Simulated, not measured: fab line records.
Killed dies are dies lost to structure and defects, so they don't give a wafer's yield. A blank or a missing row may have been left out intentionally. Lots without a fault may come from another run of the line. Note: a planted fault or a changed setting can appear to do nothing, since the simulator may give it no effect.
fab line records    flow gf180mcu    part 2 of 2: steps 30 to 38 of 38
record lots=5  wafers=15  last_day=32
route steps=602 shown M1@331 V1@335 M2@362
lots untouched by any fault: they come from a run of this same line in which no faults occurred
start_h: the number of hours between the record's first day and the start of the first shown wafer of the lot    wait_h: time in hours since the lot's previous step    " same as the row above    L1.1+2: a single row standing in for several wafers    - either no value or no given start    * or withheld: withheld    < > ~ a bound
route shown NAME@n: names a module that has steps shown in the file, with the first one's number in the route    usual: mean/standard deviation of fault-free wafers    same: alike in all rows    chamber/n: place in a boat    sites: readings site by site    _std_site: the standard deviation of these    _edge_site: the outer-site mean with the inner-site mean subtracted    radius_mm: how far each site lies from the wafer's centre    mask NAME#n: copy n    behind: tool/chamber where the wafer was last shaped    hold: reason for holding the lot/hours on hold/outcome of the hold    device: names the non-switching transistor (n, p or np)    end of line: tests of these same wafers at the route's end    a step with no rows: only its recipe    killed: the dies lost at the first sort to structure and to defects; this is not the yield of the wafer    map: per-die view of a wafer (x killed, . not killed, _ where there is no die)
set.NAME: the setting as run; set.NAME@STEP: as run at that earlier step    model.NAME: the simulator's own value behind a step, which no gauge read
lots seen at some steps along the route; tables by step, rows by wafer
services: a tool's chamber out of use, with start hour (start_h, from the record's first day; less than 0 if before it), hours out, and reason
## steps
# step GF_V1_THK_MEAS_25
# recipe thk_meas_gauge=xrf  reads=W_of_V1_CVD_23
# usual V1_W_THK=345/6.8
lot.wafer  tool           chamber  start_h  wait_h  V1_W_THK[nm]
L075.1     film_metro-02  -        417.08   0.1     350
L075.4     "              -        "        "       344
L075.5     "              -        "        "       345
L076.2     film_metro-01  -        432.09   0.1     329
L076.3     "              -        "        "       327
L076.5     "              -        "        "       340
L079.1     film_metro-03  -        460.07   0.1     337
L079.2     "              -        "        "       353
L079.3     "              -        "        "       336
L081.1     film_metro-01  -        474.72   0.1     350
L081.3     "              -        "        "       345
L081.5     "              -        "        "       351
L088.1     film_metro-02  -        540.85   0.1     354
L088.3     "              -        "        "       351
L088.6     "              -        "        "       350
# step GF_V1_CMP_26
# recipe stop_on=SiO2  down_force_psi=3.5  platen_rpm=60  t_overpolish_s=15  target_thk_nm=0  pad_velocity_m_s=0.94248
# usual edge_zone_pressure_frac=1.000/0.0045  motor_current_A=11.1/0.81  overpolish_run_s=14.999/0.0087  time_to_endpoint_s=85/3.5
lot.wafer  tool    chamber  start_h  wait_h  edge_zone_pressure_frac  motor_current_A  overpolish_run_s  time_to_endpoint_s
L075.4     cmp-01  0        417.14   0.0     1.007                    11.0             14.991            83
L075.1     "       2        "        "       0.996                    11.0             15.014            90
L075.5     "       1        "        "       1.007                    10.1             15.010            82
L076.2     cmp-02  2        432.19   0.1     0.992                    10.1             14.999            87
L076.3     "       3        "        "       1.001                    11.4             15.006            87
L076.5     "       2        "        "       0.999                    9.6              14.996            89
L079.1     cmp-01  3        460.18   0.1     0.992                    12.0             14.998            83
L079.3     "       0        "        "       0.997                    11.1             14.999            79
L079.2     "       1        "        "       0.992                    10.0             14.986            83
L081.1     cmp-01  1        474.78   0.1     1.001                    10.2             14.997            83
L081.3     "       3        "        "       0.996                    11.4             14.997            82
L081.5     "       1        "        "       1.004                    10.2             14.995            85
L088.1     cmp-01  3        540.96   0.1     0.998                    11.5             15.017            83
L088.3     "       1        "        "       1.005                    9.8              14.993            82
L088.6     "       2        "        "       1.004                    11.0             14.995            88
# step GF_M2_SPUTTER_00
# recipe material=Ti  target_thk_nm=37.5  arriving_ion_energy_ev=80  substrate_temp_c=200  chamber_pressure_pa=2  power_w=4000  time_s=150
# usual throttle_valve_pct=30.4/1.1
lot.wafer  tool            chamber  start_h  wait_h  throttle_valve_pct
L075.1     pvd_sputter-03  -        417.44   0.1     31.0
L075.4     "               -        "        "       32.1
L075.5     "               -        "        "       30.8
L076.2     pvd_sputter-04  -        432.44   0.2     29.6
L076.3     "               -        "        "       29.6
L076.5     "               -        "        "       29.7
L079.1     pvd_sputter-04  -        460.43   0.2     31.0
L079.2     "               -        "        "       29.6
L079.3     "               -        "        "       29.6
L081.1     pvd_sputter-02  -        475.08   0.2     31.5
L081.3     "               -        "        "       29.3
L081.5     "               -        "        "       29.2
L088.1     pvd_sputter-03  -        541.21   0.2     29.5
L088.3     "               -        "        "       32.2
L088.6     "               -        "        "       29.7
# step GF_M2_SPUTTER_01
# recipe material=TiN  target_thk_nm=30  power_w=6500  time_s=25  chamber_pressure_pa=0.4
# usual throttle_valve_pct=30.5/1.1
lot.wafer  tool            chamber  start_h  wait_h  throttle_valve_pct
L075.1     pvd_sputter-03  -        417.54   0.1     31.0
L075.4     "               -        "        "       32.0
L075.5     "               -        "        "       30.9
L076.2     pvd_sputter-04  -        432.54   0.1     29.5
L076.3     "               -        "        "       29.9
L076.5     "               -        "        "       29.5
L079.1     pvd_sputter-04  -        460.53   0.1     31.0
L079.2     "               -        "        "       29.7
L079.3     "               -        "        "       29.7
L081.1     pvd_sputter-02  -        475.18   0.1     31.3
L081.3     "               -        "        "       28.8
L081.5     "               -        "        "       29.1
L088.1     pvd_sputter-03  -        541.31   0.1     29.8
L088.3     "               -        "        "       32.1
L088.6     "               -        "        "       29.5
# step GF_M2_SPUTTER_02
# recipe material=AlCu  target_thk_nm=450  power_w=10600  time_s=23.9  chamber_pressure_pa=0.4
# usual throttle_valve_pct=30.5/1.1
lot.wafer  tool            chamber  start_h  wait_h  throttle_valve_pct
L075.1     pvd_sputter-03  -        417.57   0.0     31.0
L075.4     "               -        "        "       32.2
L075.5     "               -        "        "       31.0
L076.2     pvd_sputter-04  -        432.57   0.0     29.6
L076.3     "               -        "        "       29.8
L076.5     "               -        "        "       29.4
L079.1     pvd_sputter-04  -        460.56   0.0     31.1
L079.2     "               -        "        "       29.7
L079.3     "               -        "        "       29.5
L081.1     pvd_sputter-02  -        475.21   0.0     31.2
L081.3     "               -        "        "       29.2
L081.5     "               -        "        "       29.0
L088.1     pvd_sputter-03  -        541.34   0.0     29.8
L088.3     "               -        "        "       32.4
L088.6     "               -        "        "       29.8
# step GF_M2_SPUTTER_03
# recipe material=Ti  target_thk_nm=10  substrate_temp_c=300  chamber_pressure_pa=0.3  power_w=3000  time_s=6.7
# usual throttle_valve_pct=30.5/1.1
lot.wafer  tool            chamber  start_h  wait_h  throttle_valve_pct
L075.1     pvd_sputter-03  -        417.60   0.0     31.0
L075.4     "               -        "        "       32.0
L075.5     "               -        "        "       30.9
L076.2     pvd_sputter-04  -        432.60   0.0     29.6
L076.3     "               -        "        "       29.8
L076.5     "               -        "        "       29.5
L079.1     pvd_sputter-04  -        460.59   0.0     31.2
L079.2     "               -        "        "       29.6
L079.3     "               -        "        "       29.8
L081.1     pvd_sputter-02  -        475.24   0.0     31.6
L081.3     "               -        "        "       29.1
L081.5     "               -        "        "       28.7
L088.1     pvd_sputter-03  -        541.37   0.0     29.7
L088.3     "               -        "        "       32.2
L088.6     "               -        "        "       29.8
# step GF_M2_SPUTTER_04
# recipe material=TiN  target_thk_nm=50  power_w=6500  time_s=41.7  chamber_pressure_pa=0.4
# usual throttle_valve_pct=30.4/1.1
lot.wafer  tool            chamber  start_h  wait_h  throttle_valve_pct
L075.1     pvd_sputter-03  -        417.62   0.0     31.0
L075.4     "               -        "        "       32.0
L075.5     "               -        "        "       31.2
L076.2     pvd_sputter-04  -        432.62   0.0     29.5
L076.3     "               -        "        "       29.6
L076.5     "               -        "        "       29.6
L079.1     pvd_sputter-04  -        460.61   0.0     31.2
L079.2     "               -        "        "       29.5
L079.3     "               -        "        "       29.7
L081.1     pvd_sputter-02  -        475.26   0.0     31.6
L081.3     "               -        "        "       29.0
L081.5     "               -        "        "       28.9
L088.1     pvd_sputter-03  -        541.39   0.0     29.6
L088.3     "               -        "        "       32.2
L088.6     "               -        "        "       29.6
# step GF_M2_RS_MEAS_05
# recipe thk_meas_gauge=four-point-probe  reads=TiN_of_M2_SPUTTER_04+Ti_of_M2_SPUTTER_03+AlCu_of_M2_SPUTTER_02+TiN_of_M2_SPUTTER_01+Ti_of_M2_SPUTTER_00
# usual M2_ALCU_RS=0.0696/0.00092
lot.wafer  tool           chamber  start_h  wait_h  M2_ALCU_RS[ohm/sq]
L075.1     film_metro-02  -        417.66   0.0     0.0698
L075.4     "              -        "        "       0.0689
L075.5     "              -        "        "       0.0692
L076.2     film_metro-01  -        432.68   0.0     0.0702
L076.3     "              -        "        "       0.0689
L076.5     "              -        "        "       0.0700
L079.1     film_metro-01  -        460.65   0.0     0.0696
L079.2     "              -        "        "       0.0680
L079.3     "              -        "        "       0.0697
L081.1     film_metro-01  -        475.30   0.0     0.0699
L081.3     "              -        "        "       0.0697
L081.5     "              -        "        "       0.0694
L088.1     film_metro-02  -        541.43   0.0     0.0708
L088.3     "              -        "        "       0.0694
L088.6     "              -        "        "       0.0708
# step GF_M2_THK_MEAS_06
# recipe thk_meas_gauge=xrf  reads=AlCu_of_M2_SPUTTER_02
# usual M2_ALCU_THK=454/6.1
lot.wafer  tool           chamber  start_h  wait_h  M2_ALCU_THK[nm]
L075.1     film_metro-02  -        417.78   0.1     451
L075.4     "              -        "        "       461
L075.5     "              -        "        "       455
L076.2     film_metro-01  -        432.79   0.1     451
L076.3     "              -        "        "       458
L076.5     "              -        "        "       452
L079.1     film_metro-01  -        460.77   0.1     452
L079.2     "              -        "        "       463
L079.3     "              -        "        "       450
L081.1     film_metro-01  -        475.42   0.1     454
L081.3     "              -        "        "       450
L081.5     "              -        "        "       457
L088.1     film_metro-02  -        541.55   0.1     445
L088.3     "              -        "        "       454
L088.6     "              -        "        "       446
## services
tool             chamber  start_h  hours  kind
plasma_asher-01  -        378.44   1.5    repair
krf_scanner-02   -        388.01   18.3   repair
cmp-01           -        388.70   5.1    pm
cvd_w-02         -        390.00   14.0   pm
rie_diel-01      3        395.75   5.3    repair
rie_diel-04      1        400.08   24.6   repair
cmp-02           -        404.00   4.0    pm
krf_scanner-02   -        417.39   0.8    pm
cmp-01           -        425.99   1.7    repair
pvd_sputter-01   -        426.73   2.6    repair
rie_diel-04      0        434.40   9.7    repair
cmp-02           -        441.19   3.7    pm
cmp-01           -        445.52   0.5    repair
pvd_sputter-01   -        462.37   2.0    repair
cmp-01           -        466.60   1.4    repair
cmp-02           -        478.65   1.6    repair
krf_scanner-02   -        483.16   0.8    repair
pvd_sputter-01   -        485.51   6.0    repair
wet_bench-03     -        496.59   1.9    pm
pvd_sputter-03   -        509.20   5.1    repair
krf_scanner-02   -        516.07   1.3    pm
krf_scanner-02   -        517.49   1.0    pm
wet_bench-01     -        520.80   6.2    repair
pvd_sputter-01   -        539.14   2.1    repair
